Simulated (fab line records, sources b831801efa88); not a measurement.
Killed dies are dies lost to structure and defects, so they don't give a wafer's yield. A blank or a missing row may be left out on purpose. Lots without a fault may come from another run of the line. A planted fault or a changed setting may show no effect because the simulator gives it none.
One fault seen from 2 desks | flow gf180mcu | each desk has only its own numbers; what lay behind them comes last

THE METROLOGY DESK
What the gauges read, lot by lot, whatever tool the lot ran on: means of the sampled wafers that have a number. A lot is out of limits, marked OUT, if its mean lies more than 4 standard deviations from the usual mean; the brackets give that distance.
Columns: A = PASSIVATION_BOW at GF_PASSIVATION_BOW_MEAS_14, usual 134 um
lot  | first seen here | A
L927 | day 29 21:14    | 144
L929 | day 30 06:47    | 119
L930 | day 30 11:25    | 143
L932 | day 31 03:32    | 147
L938 | day 32 16:36    | 147
L939 | day 32 22:49    | 121
L940 | day 33 08:17    | 126
L941 | day 33 12:16    | 128
L942 | day 33 16:17    | 147
L943 | day 33 19:50    | 120
L944 | day 34 05:13    | 147
L945 | day 34 08:02    | 144
L946 | day 34 13:44    | 142
L947 | day 34 15:52    | 135
L948 | day 34 22:34    | 134
This desk's finding: nothing out of limits on any of the 15 lots.

THE TOOL OWNER'S DESK: litho_track-01
The tool's own readings at GF_PASSIVATION_DEVELOP_10 (develop time 60 s): means of the sampled wafers that have a number, for each lot that ran on this tool. A lot is out of limits, marked OUT, if its mean lies more than 4 standard deviations from the usual mean; the brackets give that distance.
Columns: A = chill_plate_temp_C at GF_PASSIVATION_DEVELOP_10, usual 23.01 C
lot  | first seen here | A
L927 | day 29 19:00    | 23.04
L932 | day 31 01:00    | 23.04
L941 | day 33 10:00    | 22.96
L943 | day 33 17:00    | 23.04
L946 | day 34 11:00    | 23.07
L948 | day 34 20:00    | 23.10
This desk's finding: nothing out of limits on any of the 6 lots.

PUT TOGETHER
The metrology desk saw nothing out of limits.
The tool owner's desk saw nothing out of limits.

WHAT THE SIMULATOR HAD PUT IN
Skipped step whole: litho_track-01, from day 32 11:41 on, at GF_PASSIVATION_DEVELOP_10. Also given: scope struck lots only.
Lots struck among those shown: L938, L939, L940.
